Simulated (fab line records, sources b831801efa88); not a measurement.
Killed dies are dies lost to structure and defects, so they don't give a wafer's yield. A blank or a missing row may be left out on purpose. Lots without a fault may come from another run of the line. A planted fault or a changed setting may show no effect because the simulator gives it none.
A struck lot beside a sound one | flow sky130 | 37 steps out of a route of 708
Sound: wafers L695.1, L695.3, L695.4. Struck: wafers L701.2, L701.4, L701.5. The cause comes at the end.
At each step with rows: each side's tool, then ch and its chambers, then its first start. Under that, the readings that differ: sound wafers | struck wafers | difference of the means | sigmas: that difference in standard deviations of wafers without a fault.
alike: readings whose means differ by less than 2 such deviations, and words and numbers that are the same on both sides. not compared: withheld readings, readings that some wafer has no value for, bounds like >300 that may hide the same value, and numbers for which the record gives no deviation and whose values overlap.
The two part at a step that has a row with sigmas, a row that says differs or no value, or rows on one side only. Numbers that don't overlap but have no deviation are shown without sigmas and don't part them. A reading that every wafer of one side lacks parts them only if that side has two wafers or more.

first, 10 steps without rows for these wafers: SKY_DNWELL_DEVELOP_06 (develop time 60 s); SKY_DNWELL_IMPLANT_07; SKY_DNWELL_STRIP_08 (strips in O2/N2); SKY_PWDE_DEHYDRATE_00 (time 60 s); SKY_PWDE_HMDS_01 (prime time 60 s); SKY_PWDE_COAT_02 (resist thk 3000 nm); SKY_PWDE_SOFTBAKE_03; SKY_PWDE_EXPOSE_04 (exposes mask PWDEM, target cd 840 nm); SKY_PWDE_PEB_05; SKY_PWDE_DEVELOP_06 (develop time 60 s).
SKY_PWDE_IMPLANT_08:
  sound on implanter-02 ch 0, day 4 15:35; struck on implanter-02 ch 0, day 6 00:34
  reading                   | sound                | struck               | difference | sigmas
  beam_energy_keV           | 149.95 149.92 149.91 | 119.16 119.19 119.08 | -30.78     | -99 or more
  model.implant.rp_nm (nm)  | 437.1 437.1 437.1    | 382.2 382.2 382.2    | -54.9      |
  model.implant.drp_nm (nm) | 97.97 97.97 97.97    | 89.77 89.77 89.77    | -8.20      |
then, 1 step without rows for these wafers: SKY_PWDE_STRIP_09 (strips in O2/N2).
SKY_PWDE_TW_MEAS_10:
  sound on film_metro-01, day 4 15:50; struck on film_metro-01, day 6 00:48
  reading | sound             | struck            | difference | sigmas
  PWDE_TW | 375.4 374.4 376.1 | 366.8 369.7 369.0 | -6.8       | -3
then, 22 steps without rows for these wafers: SKY_NWELL_DEHYDRATE_03 (time 60 s); SKY_NWELL_HMDS_04 (prime time 60 s); SKY_NWELL_COAT_05 (resist thk 3000 nm); SKY_NWELL_SOFTBAKE_06; SKY_NWELL_EXPOSE_07 (exposes mask NWM, target cd 840 nm); SKY_NWELL_PEB_08; SKY_NWELL_DEVELOP_09 (develop time 62.75 s); SKY_NWELL_IMPLANT_11; SKY_NWELL_IMPLANT_12; SKY_NWELL_IMPLANT_13; SKY_NWELL_STRIP_14 (strips in O2/N2); SKY_NWELL_DEHYDRATE_16 (time 60 s); SKY_NWELL_HMDS_17 (prime time 60 s); SKY_NWELL_COAT_18 (resist thk 3000 nm); SKY_NWELL_SOFTBAKE_19; SKY_NWELL_EXPOSE_20 (exposes mask NWM COMPLEMENT, target cd 840 nm); SKY_NWELL_PEB_21; SKY_NWELL_DEVELOP_22 (develop time 60 s); SKY_NWELL_IMPLANT_24; SKY_NWELL_STRIP_25 (strips in O2/N2); SKY_NWELL_CLEAN_27 (cleans in SC1/SC2, time 150 s); SKY_NWELL_RTA_28 (time 30 s).
SKY_NWELL_RS_MEAS_31: measures by four-point-probe.
  sound on film_metro-04, day 6 05:50; struck on film_metro-01, day 7 17:28
  reading          | sound          | struck         | difference | sigmas
  PWDE_RS (ohm/sq) | 5267 5268 5267 | 5342 5340 5348 | +76        | +5
-- the record jumps here: 41 days lie between the struck wafers' starts before and after (it left off in module NWELL and takes up again in module PAD_OPEN, whose first step shown is number 708 of the route) --
SKY_PAD_OPEN_PROBE_99:
  sound on prober-01, day 47 14:39; struck on prober-02, day 48 18:21
  reading                                 | sound                         | struck                        | difference | sigmas
  model.etest.res_p_drift_20v.line_ohm_um | 1.141e+04 1.045e+04 1.053e+04 | 1.642e+04 1.952e+04 1.956e+04 | +7.703e+03 |
  model.etest.res_p_drift_20v.rs_ohm_sq   | 9482 8984 8989                | 1.387e+04 1.654e+04 1.658e+04 | +6.512e+03 |
  alike: killed_at_M0_to_M3, killed_at_M4_up, killed_at_contacts, killed_at_front_end, killed_at_other, killed_dies, killed_on_rim, killed_open, killed_short

WHERE THEY PART
First at SKY_PWDE_IMPLANT_08; last, within this record, at SKY_NWELL_RS_MEAS_31. Later steps at which nothing parts them and some readings are alike: SKY_PAD_OPEN_PROBE_99.

WHY: what the simulator had put in
Process parameter drift: implanter-02, from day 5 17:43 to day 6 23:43, at SKY_PWDE_IMPLANT_08. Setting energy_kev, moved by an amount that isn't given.
